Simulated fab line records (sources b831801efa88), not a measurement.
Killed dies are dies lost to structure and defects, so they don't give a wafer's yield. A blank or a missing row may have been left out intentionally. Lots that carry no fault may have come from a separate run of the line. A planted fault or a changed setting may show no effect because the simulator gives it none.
Problem report in the 8D (eight disciplines) form, filled by code | flow gf180mcu | the parts of the form that need people (team, actions taken, sign-off) are left out

1. THE ISSUE
Mean of cd nm at GF_NSD_CD_MEAS_07: 383.6 nm across 6 wafers in 2 lots; on wafers with no fault it is 400.0 nm (standard deviation 2.4). Relative to the usual mean, that is a shift of -6.8 standard deviations.
The step: target cd 400 nm.
The first sign was on wafer L293.3 at day 19 18:46, on cd sem-01. The record has a number at this step for 39 wafers belonging to 13 lots. The rule behind "out" and "out of limits": a value lying over 4 standard deviations away from the usual mean. All remaining wafers that have a number are taken as sound.

2. WHAT IT IS, WHAT IT ISN'T
question                    | is                     | is not
which readings at this step | cd nm                  | -
which lots                  | L293, L295             | L275, L277, L278, L279, L281, L282, L284, L285, L286, L288, L294
which wafers of those lots  | all that have a number | -
read on which gauges        | cd sem-01, cd sem-02   | -
when                        | from day 19 18:46      | up to then (30 sound wafers); but 3 sound wafers of L294 came after

3. WHAT RULES OUT EACH SUSPECT
Counting: any tool at a process step up to the reading is kept as a suspect provided that every lot that is out went through it and no sound lot did after the first of them.
- the gauge at GF_NSD_CD_MEAS_07 has been ruled out. The wafers that are out were read on 2 gauges (cd sem-01, cd sem-02).
- litho track-04 at GF_NSD_COAT_02 (resist thk 1000 nm): kept. All lots that are out passed through it, beginning with L293 at day 19 06:58, and no sound lot followed; its final sound lot before that point was L288 at day 17 18:19. Out on those wafers are its own readings of spin speed rpm.
Remaining after the count: litho track-04 at GF_NSD_COAT_02.

4. THE CAUSE (what the simulator had put in)
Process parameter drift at GF_NSD_COAT_02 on litho track-04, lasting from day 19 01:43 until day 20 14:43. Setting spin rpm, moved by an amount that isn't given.
After counting, this tool was the only one left.

5. THE EFFECT CHAIN, in route order
Each row: a reading where the mean over the struck wafers with a number is more than 3 standard deviations away from the usual. Only readings for which the record gives a usual standard deviation are gone through. hours: the time from each lot's start at the first step in this table that gives one to its start at this step, as a median over the lots. sigmas: the change in usual standard deviations.
hours | step              | reading                  | usual      | on struck wafers | change | sigmas
0     | GF_NSD_COAT_02    | spin speed rpm           | 3000.2 rpm | 2217.9           | -782.3 | -99 or more
12    | GF_NSD_CD_MEAS_07 | cd nm                    | 400.0 nm   | 383.6            | -16.4  | -6.8
13    | GF_NSD_STRIP_11   | oes product au           | 0.487 a.u. | 0.508            | +0.021 | +4.3
13    | GF_NSD_STRIP_11   | strip time to endpoint s | 22.97 s    | 24.75            | +1.78  | +54
Its process steps:
- GF_NSD_COAT_02: resist thk 1000 nm.
- GF_NSD_STRIP_11: strips in O2/N2.
At these later measuring or inspecting steps, every struck wafer for which the step has a row has a number for every such reading, and none has moved that far: GF_NSD_OVL_MEAS_08.

6. WHAT WOULD HAVE CAUGHT IT SOONER
17 hours passed between the start of the fault at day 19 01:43 and the first reading out of limits at a measuring or inspecting step in this record, taken at day 19 18:46.
The tool's own readings at GF_NSD_COAT_02 were out on every struck wafer that the step has a row for (spin speed rpm): an alarm limit on them would have fired on the first of those.
Of the lots that are out (2), L295 began GF_NSD_COAT_02 on litho track-04 after day 19 18:46. Had the tool been put on hold then, it would have been spared.
